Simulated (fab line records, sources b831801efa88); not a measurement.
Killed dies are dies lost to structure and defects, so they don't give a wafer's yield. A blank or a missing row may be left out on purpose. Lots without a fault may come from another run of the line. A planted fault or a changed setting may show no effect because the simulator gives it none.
fab line records | flow sky130
record lots=13 wafers=39 last_day=50
route steps=708 shown FIELD_ISO@15 DNWELL@39 PWDE@55
lots that met no fault: from a run of the same line without faults
start_h: hours from the record's first day to the start of the lot's first wafer shown | wait_h: hours since the lot's step before | " the same as in the row above | L1.1+2: a row that stands for several wafers | - no value, or no start given | * or withheld: withheld | < > ~ a bound
route shown NAME@n: a module of which the file shows steps, and the number in the route of the first | usual: mean/standard deviation of fault-free wafers | same: alike in all rows | chamber/n: place in a boat | sites: the reading at each site | _std_site: their standard deviation | _edge_site: outer sites' mean less inner sites' | radius_mm: how far each site lies from the wafer's centre | mask NAME#n: copy n | behind: the tool/chamber that last shaped the wafer | hold: why the lot was held/for how many hours/how that ended | device: the transistor (n, p or np) that didn't switch | end of line: the same wafers' tests at the end of the route | a step without rows: its recipe alone | killed: dies lost to structure and defects at the first sort, not the wafer's yield | map: a wafer's dies, x killed, . not, _ none there
set.NAME: the setting as run; set.NAME@STEP: as run at that earlier step | model.NAME: the simulator's own value behind a step, which no gauge read
steps of the route over a sample of lots; a table a step, a row a wafer
services: from which hour (start_h, from the record's first day; less than 0 if before it) a tool's chamber was out of use, for how many hours, and why
## steps
# step SKY_FIELD_ISO_ETCH_14
# recipe chemistry=N2/H2 target=BARC ion_energy_ev=200 source_w=500 bias_w=100 pressure_mtorr=30 n2_flow_sccm=100 h2_flow_sccm=200 stop_on=SiO2 time_s=45.9 target_depth_a=600
# usual drypump_motor_current_A=5.7/0.31 oes_product_au=0.856/0.0045 throttle_valve_pct=13.225/0.0091
# columns lot.wafer tool chamber start_h wait_h drypump_motor_current_A oes_product_au rf_hours_counter_h throttle_valve_pct
L541.1 rie_diel-04 3 29.19 0.1 5.5 0.858 93 13.222
L541.5 " 3 " " 5.5 0.858 - 13.217
L541.6 " 2 " " 5.2 0.854 - 13.226
L543.2 rie_diel-02 2 40.58 0.1 5.9 0.858 7 13.214
L543.3 " 1 " " 6.1 0.857 157 13.229
L543.4 " 0 " " 5.8 0.853 87 13.212
L544.3 rie_diel-02 3 44.18 0.1 5.9 0.856 27 13.220
L544.5 " 1 " " 6.1 0.855 - 13.223
L544.6 " 3 " " 5.9 0.860 - 13.230
L545.3 rie_diel-01 2 49.93 0.1 6.0 0.862 101 13.220
L545.4 " 2 " " 6.0 0.861 - 13.230
L545.5 " 1 " " 5.8 0.862 - 13.214
L546.3 rie_diel-04 0 55.18 0.1 5.3 0.854 149 13.227
L546.4 " 3 " " 5.6 0.855 93 13.222
L546.5 " 2 " " 5.2 0.854 - 13.233
L549.3 rie_diel-01 2 69.88 0.1 6.0 0.857 102 13.212
L549.4 " 3 " " 6.2 0.857 142 13.232
L549.6 " 1 " " 5.8 0.864 - 13.209
L550.1 rie_diel-02 2 75.19 0.1 5.9 0.850 8 13.213
L550.2 " 3 " " 5.9 0.864 28 13.215
L550.6 " 0 " " 5.8 0.857 - 13.222
L551.1 rie_diel-02 1 82.59 0.1 6.1 0.856 159 13.244
L551.3 " 2 " " 5.9 0.853 8 13.215
L551.6 " 0 " " 5.8 0.854 - 13.232
L552.1 rie_diel-01 1 86.06 0.1 5.7 0.853 3 13.229
L552.5 " 0 " " 5.4 0.860 - 13.227
L552.6 " 3 " " 6.2 0.860 - 13.237
L556.1 rie_diel-02 3 106.56 0.1 5.9 0.850 28 13.217
L556.4 " 0 " " 5.8 0.859 88 13.213
L556.5 " 1 " " 6.1 0.859 - 13.228
L562.2 rie_diel-04 2 144.89 0.1 5.2 0.858 60 13.224
L562.4 " 1 " " 5.5 0.859 - 13.209
L562.6 " 2 " " 5.2 0.852 - 13.216
L563.3 rie_diel-02 2 145.24 0.1 5.9 0.855 9 13.232
L563.4 " 2 " " 5.9 0.858 - 13.231
L563.5 " 3 " " 5.9 0.859 - 13.219
L564.1 rie_diel-04 2 150.38 0.1 5.2 0.855 61 13.231
L564.4 " 3 " " 5.5 0.855 - 13.226
L564.5 " 2 " " 5.2 0.852 - 13.226
# step SKY_FIELD_ISO_STRIP_16
# recipe chemistry=O2/N2 power_w=1400 pressure_mtorr=1500 platen_temp_c=withheld o2_flow_sccm=3000 n2_flow_sccm=300 overash_fraction=0.5
# usual drypump_motor_current_A=5.7/0.52 oes_product_au=0.378/0.0051 strip_time_to_endpoint_s=3.56/0.035
# columns lot.wafer tool chamber start_h wait_h drypump_motor_current_A oes_product_au rf_hours_counter_h strip_time_to_endpoint_s
L541.1 plasma_asher-04 1 29.29 0.0 5.4 0.379 34 3.58
L541.5 " 0 " " 6.0 0.378 - 3.57
L541.6 " 1 " " 5.4 0.381 - 3.59
L543.2 plasma_asher-04 0 40.68 0.0 6.0 0.379 35 3.52
L543.3 " 1 " " 5.4 0.373 - 3.55
L543.4 " 0 " " 6.0 0.379 - 3.52
L544.3 plasma_asher-02 1 44.31 0.1 5.6 0.381 - 3.57
L544.5 " 0 " " 6.2 0.380 - 3.55
L544.6 " 1 " " 5.6 0.374 - 3.58
L545.3 plasma_asher-04 1 50.06 0.1 5.4 0.371 - 3.52
L545.4 " 0 " " 6.0 0.383 - 3.53
L545.5 " 1 " " 5.4 0.369 - 3.56
L546.3 plasma_asher-01 0 55.31 0.1 6.3 0.378 - 3.56
L546.4 " 1 " " 4.8 0.376 - 3.57
L546.5 " 1 " " 4.8 0.378 - 3.57
L549.3 plasma_asher-04 1 70.03 0.1 5.4 0.378 - 3.56
L549.4 " 0 " " 6.0 0.374 - 3.57
L549.6 " 1 " " 5.4 0.383 - 3.55
L550.1 plasma_asher-01 0 75.29 0.0 6.3 0.381 40 3.54
L550.2 " 1 " " 4.8 0.369 40 3.62
L550.6 " 0 " " 6.3 0.366 - 3.54
L551.1 plasma_asher-01 0 82.69 0.0 6.3 0.376 40 3.57
L551.3 " 0 " " 6.3 0.367 - 3.55
L551.6 " 1 " " 4.8 0.384 - 3.59
L552.1 plasma_asher-01 0 86.16 0.0 6.3 0.375 41 3.52
L552.5 " 1 " " 4.8 0.376 - 3.59
L552.6 " 0 " " 6.3 0.378 - 3.52
L556.1 plasma_asher-02 1 106.66 0.0 5.6 0.380 28 3.57
L556.4 " 1 " " 5.6 0.383 - 3.53
L556.5 " 0 " " 6.2 0.376 - 3.53
L562.2 plasma_asher-02 1 144.99 0.0 5.6 0.373 33 3.55
L562.4 " 0 " " 6.2 0.375 - 3.55
L562.6 " 0 " " 6.2 0.383 - 3.52
L563.3 plasma_asher-01 1 145.37 0.1 4.8 0.381 - 3.50
L563.4 " 0 " " 6.3 0.375 - 3.52
L563.5 " 0 " " 6.3 0.375 - 3.62
L564.1 plasma_asher-04 0 150.48 0.0 6.0 0.380 46 3.58
L564.4 " 1 " " 5.4 0.372 - 3.55
L564.5 " 1 " " 5.4 0.374 - 3.58
# step SKY_FIELD_ISO_THK_MEAS_23
# recipe reads=SiO2_of_FIELD_ISO_OXIDATION_22
# usual FIELD_ISO_OXIDATION_01_THK=9.97/0.22
# columns lot.wafer tool chamber start_h wait_h FIELD_ISO_OXIDATION_01_THK[nm]
L541.1 film_metro-04 - 30.93 0.0 10.41
L541.5 " - " " 10.15
L541.6 " - " " 10.23
L543.2 film_metro-03 - 42.79 0.0 9.95
L543.3 " - " " 9.97
L543.4 " - " " 10.11
L544.3 film_metro-01 - 45.96 0.0 10.04
L544.5 " - " " 10.32
L544.6 " - " " 10.18
L545.3 film_metro-03 - 52.83 0.0 9.91
L545.4 " - " " 9.82
L545.5 " - " " 9.90
L546.3 film_metro-01 - 58.21 0.0 9.92
L546.4 " - " " 10.01
L546.5 " - " " 9.92
L549.3 film_metro-01 - 72.27 0.0 9.95
L549.4 " - " " 9.79
L549.6 " - " " 9.92
L550.1 film_metro-03 - 77.42 0.0 9.81
L550.2 " - " " 9.82
L550.6 " - " " 9.76
L551.1 film_metro-01 - 84.31 0.0 9.56
L551.3 " - " " 9.68
L551.6 " - " " 9.53
L552.1 film_metro-04 - 87.80 0.0 9.70
L552.5 " - " " 9.67
L552.6 " - " " 9.62
L556.1 film_metro-03 - 111.98 0.0 9.67
L556.4 " - " " 9.92
L556.5 " - " " 9.79
L562.2 film_metro-01 - 148.66 0.0 10.02
L562.4 " - " " 9.89
L562.6 " - " " 9.91
L563.3 film_metro-03 - 148.67 0.0 10.01
L563.4 " - " " 9.83
L563.5 " - " " 9.74
L564.1 film_metro-01 - 152.09 0.0 9.89
L564.4 " - " " 9.96
L564.5 " - " " 9.99
# step SKY_DNWELL_EXPOSE_04
# recipe mask_id=DNM na=0.57 target_cd_nm=3000 dose_mj=222
# usual exposure_dose_mJ_cm2=222.00/0.22 focus_offset_nm=-0.1/0.58 stage_vel_mm_s=499.97/0.21
# columns lot.wafer tool chamber start_h wait_h mask exposure_dose_mJ_cm2 focus_offset_nm stage_vel_mm_s
L541.1 iline_stepper-01 0 43.97 - DNM#0 221.83 0.8 499.92
L541.5 " 0 " " DNM#0 222.28 1.3 499.74
L541.6 " 0 " " DNM#0 222.13 1.0 500.05
L543.2 iline_stepper-01 0 55.26 - DNM#0 222.09 -0.3 499.82
L543.3 " 0 " " DNM#0 221.87 -0.2 499.61
L543.4 " 0 " " DNM#0 221.98 -0.4 499.98
L544.3 iline_stepper-02 0 59.56 - DNM#0 221.95 -0.3 499.39
L544.5 " 0 " " DNM#0 221.99 -1.5 500.13
L544.6 " 0 " " DNM#0 221.60 -0.7 499.97
L545.3 iline_stepper-02 0 66.83 - DNM#0 221.93 -0.2 499.65
L545.4 " 0 " " DNM#0 221.76 -0.5 499.66
L545.5 " 0 " " DNM#0 222.26 -0.5 499.59
L546.3 iline_stepper-02 0 72.88 - DNM#0 221.67 -1.1 499.92
L546.4 " 0 " " DNM#0 222.11 0.0 500.08
L546.5 " 0 " " DNM#0 221.88 0.0 500.05
L549.3 iline_stepper-01 0 85.03 - DNM#0 221.86 0.4 499.95
L549.4 " 0 " " DNM#0 221.98 -1.0 500.20
L549.6 " 0 " " DNM#0 221.86 -0.6 499.96
L550.1 iline_stepper-02 0 91.00 - DNM#0 221.73 -0.1 500.08
L550.2 " 0 " " DNM#0 221.95 -0.3 499.92
L550.6 " 0 " " DNM#0 221.82 0.1 499.61
L551.1 iline_stepper-02 0 97.12 - DNM#0 222.05 -1.2 499.84
L551.3 " 0 " " DNM#0 221.72 -0.5 499.85
L551.6 " 0 " " DNM#0 221.92 0.1 499.84
L552.1 iline_stepper-01 0 102.10 - PWDEM#0 221.86 0.2 500.04
L552.5 " 0 " " PWDEM#0 221.93 -0.4 499.78
L552.6 " 0 " " PWDEM#0 222.26 0.0 500.21
L556.1 iline_stepper-02 0 136.42 - DNM#0 221.97 -0.1 500.13
L556.4 " 0 " " DNM#0 221.87 0.5 499.96
L556.5 " 0 " " DNM#0 221.94 -0.2 499.83
L563.3 iline_stepper-01 0 162.95 - DNM#0 221.91 0.5 499.86
L563.4 " 0 " " DNM#0 221.46 -0.5 499.86
L563.5 " 0 " " DNM#0 221.88 0.5 500.10
L562.2 iline_stepper-02 0 163.17 - DNM#0 221.77 -0.9 500.37
L562.4 " 0 " " DNM#0 221.79 0.6 499.78
L562.6 " 0 " " DNM#0 221.71 0.6 499.71
L564.1 iline_stepper-01 0 168.22 - DNM#0 221.74 -0.2 500.13
L564.4 " 0 " " DNM#0 222.23 -0.1 500.03
L564.5 " 0 " " DNM#0 222.38 0.1 500.27
# step SKY_DNWELL_TW_MEAS_09
# usual DNWELL_TW=1116/6.4
# columns lot.wafer tool chamber start_h wait_h DNWELL_TW
L541.1 film_metro-01 - 51.84 0.1 1119
L541.5 " - " " 1122
L541.6 " - " " 1115
L543.2 film_metro-02 - 63.65 0.1 1107
L543.3 " - " " 1118
L543.4 " - " " 1111
L544.3 film_metro-02 - 67.11 0.1 1116
L544.5 " - " " 1112
L544.6 " - " " 1117
L545.3 film_metro-02 - 75.16 0.1 1107
L545.4 " - " " 1111
L545.5 " - " " 1108
L546.3 film_metro-01 - 80.79 0.1 1129
L546.4 " - " " 1128
L546.5 " - " " 1125
L549.3 film_metro-02 - 93.74 0.1 1121
L549.4 " - " " 1118
L549.6 " - " " 1115
L550.1 film_metro-01 - 99.69 0.1 1120
L550.2 " - " " 1118
L550.6 " - " " 1119
L551.1 film_metro-02 - 106.12 0.1 1105
L551.3 " - " " 1103
L551.6 " - " " 1105
L552.1 film_metro-01 - 111.54 0.1 30
L552.5 " - " " 30
L552.6 " - " " 30
L556.1 film_metro-01 - 146.29 0.1 1116
L556.4 " - " " 1109
L556.5 " - " " 1118
L563.3 film_metro-01 - 173.31 0.1 1119
L563.4 " - " " 1108
L563.5 " - " " 1118
L562.2 film_metro-02 - 173.78 0.1 1108
L562.4 " - " " 1114
L562.6 " - " " 1108
L564.1 film_metro-04 - 178.64 0.1 1117
L564.4 " - " " 1116
L564.5 " - " " 1115
# step SKY_PWDE_TW_MEAS_10
# usual PWDE_TW=374.1/2
# columns lot.wafer tool chamber start_h wait_h PWDE_TW
L541.1 film_metro-04 - 68.45 0.1 375.7
L541.5 " - " " 376.4
L541.6 " - " " 374.9
L543.2 film_metro-02 - 79.19 0.1 376.1
L543.3 " - " " 375.1
L543.4 " - " " 376.5
L544.3 film_metro-04 - 84.42 0.1 374.7
L544.5 " - " " 374.4
L544.6 " - " " 374.6
L545.3 film_metro-02 - 92.20 0.1 374.4
L545.4 " - " " 373.1
L545.5 " - " " 373.1
L546.3 film_metro-01 - 98.60 0.1 376.1
L546.4 " - " " 376.0
L546.5 " - " " 374.7
L549.3 film_metro-02 - 111.50 0.1 371.0
L549.4 " - " " 372.1
L549.6 " - " " 370.4
L550.1 film_metro-02 - 117.43 0.1 371.1
L550.2 " - " " 369.5
L550.6 " - " " 371.6
L551.1 film_metro-04 - 123.90 0.1 374.8
L551.3 " - " " 372.7
L551.6 " - " " 375.4
L552.1 film_metro-02 - 129.17 0.1 1111.1
L552.5 " - " " 1115.2
L552.6 " - " " 1115.9
L556.1 film_metro-02 - 166.27 0.1 373.3
L556.4 " - " " 371.2
L556.5 " - " " 374.7
L563.3 film_metro-04 - 193.82 0.1 374.4
L563.4 " - " " 377.3
L563.5 " - " " 377.5
L562.2 film_metro-01 - 194.96 0.1 376.5
L562.4 " - " " 375.8
L562.6 " - " " 376.5
L564.1 film_metro-04 - 198.65 0.1 375.8
L564.4 " - " " 373.6
L564.5 " - " " 374.6
## services
# columns tool chamber start_h hours kind
plasma_asher-04 - 8.91 6.6 repair
iline_stepper-02 - 15.19 1.7 pm
rie_diel-04 - 28.91 0.2 repair
rie_diel-02 2 42.17 9.9 repair
rie_diel-01 0 47.94 12.4 repair
iline_stepper-01 - 57.01 0.7 repair
iline_stepper-01 - 57.53 13.5 repair
rie_diel-01 2 61.32 1.6 repair
rie_diel-02 0 66.28 2.3 repair
rie_diel-04 - 82.53 0.8 repair
plasma_asher-01 - 98.46 1.9 repair
plasma_asher-04 - 120.82 2.8 pm
rie_diel-04 3 125.07 8.2 repair
rie_diel-02 2 129.01 8.4 repair
iline_stepper-01 - 134.45 1.7 pm
rie_diel-02 1 137.41 - clean
rie_diel-02 1 137.41 20.8 scheduled_down
rie_diel-02 1 137.41 20.8 vent_cycle
rie_diel-04 0 141.70 11.7 repair
plasma_asher-04 - 143.69 4.9 repair
rie_diel-01 - 148.61 2.8 pm
rie_diel-02 - 149.21 2.8 pm
plasma_asher-01 - 161.90 2.8 pm
rie_diel-04 0 163.35 11.6 repair
## key
first_sign step=SKY_DNWELL_EXPOSE_04 reading=mask direction=changed
effect step=SKY_DNWELL_TW_MEAS_09 reading=DNWELL_TW direction=down sigmas=99+ usual=1116 struck=30
effect step=SKY_PWDE_TW_MEAS_10 reading=PWDE_TW direction=up sigmas=99+ usual=374.1 struck=1114.1
met_at SKY_DNWELL_EXPOSE_04
struck_lots L552
sort_left_out L552.1,L552.5,L552.6
tester_left_out L552
not_acting_at SKY_FIELD_ISO_ETCH_14,SKY_FIELD_ISO_STRIP_16,SKY_FIELD_ISO_THK_MEAS_23
onset_between 85.03 102.10
fault kind=wrong_mask tool=any chamber=- onset_h=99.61 steps=SKY_DNWELL_EXPOSE_04 aux_copy=PWDEM#0 scope=struck_lots_only
# tester_left_out: of these lots the tester's yield and bins aren't shown, on N5 and GAA mostly nor the transistor test; their killed dies are dies lost to structure and defects alone, not to doping, threshold or leakage, so they don't give the yield
# sort_left_out: the simulated sort isn't trusted on such a fault, so these wafers' sort isn't shown, and their yield isn't known
